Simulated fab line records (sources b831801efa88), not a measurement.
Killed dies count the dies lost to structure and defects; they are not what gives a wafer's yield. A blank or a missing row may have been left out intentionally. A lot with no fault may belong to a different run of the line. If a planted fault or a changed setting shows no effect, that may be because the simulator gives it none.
fab line records | flow sky130
record: lots: 14 | wafers: 42 | last_day: 50
route steps=708 shown NWELL@82 VT_ADJUST_HVTP@94 VT_ADJUST_LVTN@104 PAD_OPEN@708
lots that met no fault: from a run of the same line without faults
start_h: hours from the record's first day to the start of the lot's first wafer shown | wait_h: time in hours since the lot's previous step | " repeats the value in the row above | L1.1+2: one row covering several wafers at once | - value missing, or start not given | * or withheld: withheld | < > ~ a bound
route shown NAME@n: names a module that has steps shown in the file, with the first one's number in the route | usual: mean and standard deviation over wafers with no fault | same: alike in all rows | chamber/n: place in a boat | sites: readings site by site | _std_site: standard deviation across them | _edge_site: mean of outer sites minus mean of inner sites | radius_mm: for every site, how far away it sits from the centre of the wafer | mask NAME#n: copy n | behind: the tool/chamber that last shaped the wafer | hold: why the lot went on hold/how many hours it stayed there/how the hold came to an end | device: names the non-switching transistor (n, p or np) | end of line: the same wafers' tests at the end of the route | where a step has no rows: the recipe by itself | killed: not the wafer's yield, but the dies lost to structure and defects at the first sort | map: per-die view of a wafer (x killed, . not killed, _ where there is no die)
set.NAME: the setting that was run; set.NAME@STEP: the one run at that earlier step | model.NAME: the simulator's own value behind a step, which no gauge read
a sample of lots followed through the steps of the route, with each step as a table and each wafer as a row
services: when a tool's chamber went out of use (start_h, in hours from the record's first day, below 0 if earlier), for how many hours, and the reason
== steps ==
step: SKY_NWELL_RS_MEAS_29
recipe: thk_meas_gauge: four-point-probe
usual: NWELL_RS: 624.8/1.3
lot.wafer | tool          | chamber | start_h | wait_h | NWELL_RS[ohm/sq]
L659.2    | film_metro-02 | -       | 114.19  | 0.1    | 624.5
L659.4    | "             | -       | "       | "      | 625.3
L659.6    | "             | -       | "       | "      | 625.2
L661.1    | film_metro-01 | -       | 122.21  | 0.1    | 624.9
L661.2    | "             | -       | "       | "      | 625.5
L661.3    | "             | -       | "       | "      | 627.3
L663.2    | film_metro-02 | -       | 136.19  | 0.1    | 625.9
L663.3    | "             | -       | "       | "      | 624.9
L663.4    | "             | -       | "       | "      | 624.1
L664.1    | film_metro-01 | -       | 143.36  | 0.1    | 624.5
L664.3    | "             | -       | "       | "      | 623.7
L664.5    | "             | -       | "       | "      | 623.4
L665.2    | film_metro-02 | -       | 145.33  | 0.1    | 623.1
L665.3    | "             | -       | "       | "      | 623.4
L665.4    | "             | -       | "       | "      | 624.0
L667.1    | film_metro-04 | -       | 156.56  | 0.1    | 627.7
L667.2    | "             | -       | "       | "      | 628.4
L667.6    | "             | -       | "       | "      | 625.4
L668.1    | film_metro-02 | -       | 162.73  | 0.1    | 626.9
L668.3    | "             | -       | "       | "      | 624.1
L668.4    | "             | -       | "       | "      | 625.5
L669.3    | film_metro-02 | -       | 167.95  | 0.1    | 624.2
L669.4    | "             | -       | "       | "      | 626.4
L669.5    | "             | -       | "       | "      | 625.3
L671.1    | film_metro-04 | -       | 179.43  | 0.1    | 622.3
L671.2    | "             | -       | "       | "      | 625.5
L671.5    | "             | -       | "       | "      | 623.7
L672.4    | film_metro-02 | -       | 186.37  | 0.1    | 627.2
L672.5    | "             | -       | "       | "      | 625.4
L672.6    | "             | -       | "       | "      | 625.6
L675.3    | film_metro-01 | -       | 210.91  | 0.1    | 624.6
L675.5    | "             | -       | "       | "      | 624.3
L675.6    | "             | -       | "       | "      | 625.7
L677.3    | film_metro-02 | -       | 227.12  | 0.1    | 624.2
L677.5    | "             | -       | "       | "      | 624.0
L677.6    | "             | -       | "       | "      | 625.0
L678.1    | film_metro-02 | -       | 231.12  | 0.1    | 624.5
L678.5    | "             | -       | "       | "      | 624.1
L678.6    | "             | -       | "       | "      | 625.2
L681.2    | film_metro-02 | -       | 246.93  | 0.1    | 623.4
L681.4    | "             | -       | "       | "      | 623.9
L681.6    | "             | -       | "       | "      | 625.0
step: SKY_VT_ADJUST_HVTP_IMPLANT_09
recipe: species: As | energy_kev: 150 | dose_cm2: 4.3e+12 | tilt_deg: withheld
usual: beam_energy_keV: 149.99/0.054
lot.wafer | tool         | chamber | start_h | wait_h | beam_energy_keV
L659.2    | implanter-01 | 0       | 132.95  | 0.0    | 150.00
L659.4    | "            | 0       | "       | "      | 150.09
L659.6    | "            | 0       | "       | "      | 150.00
L661.1    | implanter-02 | 0       | 140.64  | 0.0    | 150.00
L661.2    | "            | 0       | "       | "      | 150.02
L661.3    | "            | 0       | "       | "      | 150.01
L663.2    | implanter-02 | 0       | 154.81  | 0.0    | 150.09
L663.3    | "            | 0       | "       | "      | 150.00
L663.4    | "            | 0       | "       | "      | 150.02
L664.1    | implanter-03 | 0       | 163.39  | 0.0    | 150.02
L664.3    | "            | 0       | "       | "      | 150.02
L664.5    | "            | 0       | "       | "      | 150.08
L665.2    | implanter-03 | 0       | 165.23  | 0.0    | 149.98
L665.3    | "            | 0       | "       | "      | 150.02
L665.4    | "            | 0       | "       | "      | 150.05
L667.1    | implanter-02 | 0       | 177.25  | 0.0    | 149.93
L667.2    | "            | 0       | "       | "      | 149.97
L667.6    | "            | 0       | "       | "      | 149.94
L668.1    | implanter-02 | 0       | 183.22  | 0.0    | 150.02
L668.3    | "            | 0       | "       | "      | 149.97
L668.4    | "            | 0       | "       | "      | 150.04
L669.3    | implanter-03 | 0       | 188.22  | 0.1    | 150.00
L669.4    | "            | 0       | "       | "      | 149.95
L669.5    | "            | 0       | "       | "      | 149.98
L671.1    | implanter-03 | 0       | 200.42  | 0.0    | 156.21
L671.2    | "            | 0       | "       | "      | 156.29
L671.5    | "            | 0       | "       | "      | 156.26
L672.4    | implanter-03 | 0       | 206.60  | 0.1    | 156.22
L672.5    | "            | 0       | "       | "      | 156.27
L672.6    | "            | 0       | "       | "      | 156.20
L675.3    | implanter-01 | 0       | 233.49  | 0.1    | 150.09
L675.5    | "            | 0       | "       | "      | 150.05
L675.6    | "            | 0       | "       | "      | 150.08
L677.3    | implanter-02 | 0       | 250.60  | 0.1    | 149.97
L677.5    | "            | 0       | "       | "      | 149.92
L677.6    | "            | 0       | "       | "      | 149.94
L678.1    | implanter-01 | 0       | 254.59  | 0.0    | 149.95
L678.5    | "            | 0       | "       | "      | 149.95
L678.6    | "            | 0       | "       | "      | 149.95
L681.2    | implanter-03 | 0       | 271.50  | 0.0    | 149.96
L681.4    | "            | 0       | "       | "      | 149.98
L681.6    | "            | 0       | "       | "      | 150.02
step: SKY_VT_ADJUST_HVTP_TW_MEAS_11
usual: VT_ADJUST_HVTP_TW: 1350/12
lot.wafer | tool          | chamber | start_h | wait_h | VT_ADJUST_HVTP_TW
L659.2    | film_metro-04 | -       | 133.18  | 0.1    | 1330
L659.4    | "             | -       | "       | "      | 1332
L659.6    | "             | -       | "       | "      | 1320
L661.1    | film_metro-02 | -       | 140.89  | 0.1    | 1364
L661.2    | "             | -       | "       | "      | 1362
L661.3    | "             | -       | "       | "      | 1362
L663.2    | film_metro-04 | -       | 155.05  | 0.1    | 1324
L663.3    | "             | -       | "       | "      | 1330
L663.4    | "             | -       | "       | "      | 1332
L664.1    | film_metro-03 | -       | 163.64  | 0.1    | 1345
L664.3    | "             | -       | "       | "      | 1346
L664.5    | "             | -       | "       | "      | 1343
L665.2    | film_metro-02 | -       | 165.46  | 0.1    | 1363
L665.3    | "             | -       | "       | "      | 1364
L665.4    | "             | -       | "       | "      | 1360
L667.1    | film_metro-03 | -       | 177.50  | 0.1    | 1348
L667.2    | "             | -       | "       | "      | 1349
L667.6    | "             | -       | "       | "      | 1342
L668.1    | film_metro-03 | -       | 183.47  | 0.1    | 1340
L668.3    | "             | -       | "       | "      | 1346
L668.4    | "             | -       | "       | "      | 1339
L669.3    | film_metro-04 | -       | 188.44  | 0.1    | 1337
L669.4    | "             | -       | "       | "      | 1348
L669.5    | "             | -       | "       | "      | 1340
L671.1    | film_metro-03 | -       | 200.67  | 0.1    | 1368
L671.2    | "             | -       | "       | "      | 1374
L671.5    | "             | -       | "       | "      | 1376
L672.4    | film_metro-02 | -       | 206.80  | 0.1    | 1384
L672.5    | "             | -       | "       | "      | 1381
L672.6    | "             | -       | "       | "      | 1382
L675.3    | film_metro-03 | -       | 233.71  | 0.1    | 1346
L675.5    | "             | -       | "       | "      | 1342
L675.6    | "             | -       | "       | "      | 1358
L677.3    | film_metro-03 | -       | 250.82  | 0.1    | 1341
L677.5    | "             | -       | "       | "      | 1350
L677.6    | "             | -       | "       | "      | 1339
L678.1    | film_metro-02 | -       | 254.84  | 0.1    | 1371
L678.5    | "             | -       | "       | "      | 1367
L678.6    | "             | -       | "       | "      | 1363
L681.2    | film_metro-03 | -       | 271.73  | 0.1    | 1360
L681.4    | "             | -       | "       | "      | 1356
L681.6    | "             | -       | "       | "      | 1360
step: SKY_VT_ADJUST_LVTN_OVL_MEAS_07
usual: VT_ADJUST_LVTN_OVL: 0.8/1.3
lot.wafer | tool       | chamber | start_h | wait_h | VT_ADJUST_LVTN_OVL[nm]
L659.2    | overlay-02 | -       | 150.80  | -      | 0.1
L659.4    | "          | -       | "       | "      | -0.7
L659.6    | "          | -       | "       | "      | 0.9
L661.1    | overlay-01 | -       | 160.01  | -      | 0.1
L661.2    | "          | -       | "       | "      | -1.2
L661.3    | "          | -       | "       | "      | -1.3
L663.2    | overlay-02 | -       | 176.12  | -      | 2.6
L663.3    | "          | -       | "       | "      | 3.0
L663.4    | "          | -       | "       | "      | 3.1
L664.1    | overlay-02 | -       | 183.80  | -      | 0.4
L664.3    | "          | -       | "       | "      | -1.5
L664.5    | "          | -       | "       | "      | 0.5
L665.2    | overlay-02 | -       | 185.47  | -      | 0.4
L665.3    | "          | -       | "       | "      | -0.2
L665.4    | "          | -       | "       | "      | -0.8
L667.1    | overlay-02 | -       | 197.78  | -      | 2.1
L667.2    | "          | -       | "       | "      | 1.9
L667.6    | "          | -       | "       | "      | -0.3
L668.1    | overlay-02 | -       | 203.76  | -      | 0.8
L668.3    | "          | -       | "       | "      | 1.6
L668.4    | "          | -       | "       | "      | 2.6
L669.3    | overlay-01 | -       | 208.71  | -      | 0.7
L669.4    | "          | -       | "       | "      | 2.2
L669.5    | "          | -       | "       | "      | 0.5
L671.1    | overlay-01 | -       | 221.88  | -      | -0.2
L671.2    | "          | -       | "       | "      | -1.8
L671.5    | "          | -       | "       | "      | -1.2
L672.4    | overlay-02 | -       | 229.17  | -      | 0.6
L672.5    | "          | -       | "       | "      | 2.2
L672.6    | "          | -       | "       | "      | 1.9
L675.3    | overlay-01 | -       | 257.21  | -      | -0.8
L675.5    | "          | -       | "       | "      | 0.6
L675.6    | "          | -       | "       | "      | -0.4
L677.3    | overlay-02 | -       | 274.61  | -      | 1.0
L677.5    | "          | -       | "       | "      | 1.3
L677.6    | "          | -       | "       | "      | 2.4
L678.1    | overlay-01 | -       | 278.80  | -      | -0.9
L678.5    | "          | -       | "       | "      | -0.7
L678.6    | "          | -       | "       | "      | 0.1
L681.2    | overlay-02 | -       | 295.95  | -      | 0.5
L681.4    | "          | -       | "       | "      | -0.5
L681.6    | "          | -       | "       | "      | 1.0
step: SKY_PAD_OPEN_PROBE_99
usual: killed_at_M0_to_M3: 45/6.6 | killed_at_M4_up: 3.1/1.6 | killed_at_contacts: 24/5 | killed_at_front_end: 14/4.4 | killed_at_other: 0.3/0.58 | killed_dies: 87/9.2 | killed_open: 47/6.7 | killed_short: 40/6.4
same: gross_dies: 492 | killed_at_back_side: 0
lot.wafer | tool      | chamber | start_h | wait_h | killed_at_M0_to_M3 | killed_at_M4_up | killed_at_contacts | killed_at_front_end | killed_at_other | killed_dies | killed_open | killed_short
L672.4    | prober-01 | -       | 1155.06 | 0.2    | 54                 | 2               | 27                 | 11                  | 0               | 94          | 52          | 42
L672.5    | prober-01 | -       | 1155.11 | 0.2    | 46                 | 3               | 22                 | 9                   | 1               | 81          | 41          | 40
L672.6    | prober-01 | -       | 1155.16 | 0.2    | 45                 | 4               | 23                 | 12                  | 0               | 84          | 42          | 41
killed by level:class
L672.4 VIA1:geometric_particle:open=12 CONTACT:geometric_particle:open=9 VIA2:geometric_particle:open=9 LOCAL_INTERCONNECT:geometric_particle:short=7 VIA3:geometric_particle:open=7 METAL1:geometric_particle:short=5 METAL2:geometric_particle:short=5 VIA2:geometric_particle:short=5
L672.5 VIA1:geometric_particle:open=12 CONTACT:geometric_particle:open=8 VIA2:geometric_particle:open=8 CONTACT:geometric_particle:short=7 VIA1:geometric_particle:short=5 VIA2:geometric_particle:short=5 METAL2:geometric_particle:short=4 METAL1:geometric_particle:short=4
L672.6 VIA1:geometric_particle:open=8 CONTACT:geometric_particle:open=8 METAL3:geometric_particle:short=8 LI_CONTACT:geometric_particle:open=7 VIA2:geometric_particle:open=5 VIA3:geometric_particle:open=5 POLY_GATE:geometric_particle:short=4 VIA1:geometric_particle:short=4
== services ==
tool         | chamber | start_h | hours | kind
implanter-01 | -       | 143.30  | 56.3  | repair
implanter-01 | -       | 228.37  | 2.1   | repair
implanter-02 | -       | 232.71  | 3.6   | repair
implanter-02 | -       | 241.59  | 2.6   | repair
implanter-01 | -       | 249.40  | 2.1   | repair
implanter-03 | -       | 259.18  | 1.1   | repair
== key ==
first_sign: step: SKY_VT_ADJUST_HVTP_IMPLANT_09 | reading: beam_energy_keV | direction: up | sigmas: 99+ | usual: * | struck: *
effect: step: SKY_VT_ADJUST_HVTP_TW_MEAS_11 | reading: VT_ADJUST_HVTP_TW | direction: up | sigmas: 2.4 | usual: 1350 | struck: 1377
met_at SKY_VT_ADJUST_HVTP_IMPLANT_09
struck_lots L671,L672
tester_left_out L671,L672
not_acting_at SKY_NWELL_RS_MEAS_29,SKY_VT_ADJUST_HVTP_TW_MEAS_11,SKY_VT_ADJUST_LVTN_OVL_MEAS_07
onset_between 188.22 200.42
fault: kind: process_parameter_drift | tool: implanter-03 | chamber: - | onset_h: 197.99 | steps: SKY_VT_ADJUST_HVTP_IMPLANT_09 | channel: energy_kev | offset: * | shape: step | end_h: 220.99 | acts_in: * | stated: *
tester_left_out: of these lots the tester's yield and bins aren't shown, on N5 and GAA mostly nor the transistor test; their killed dies are dies lost to structure and defects alone, not to doping, threshold or leakage, so they don't give the yield
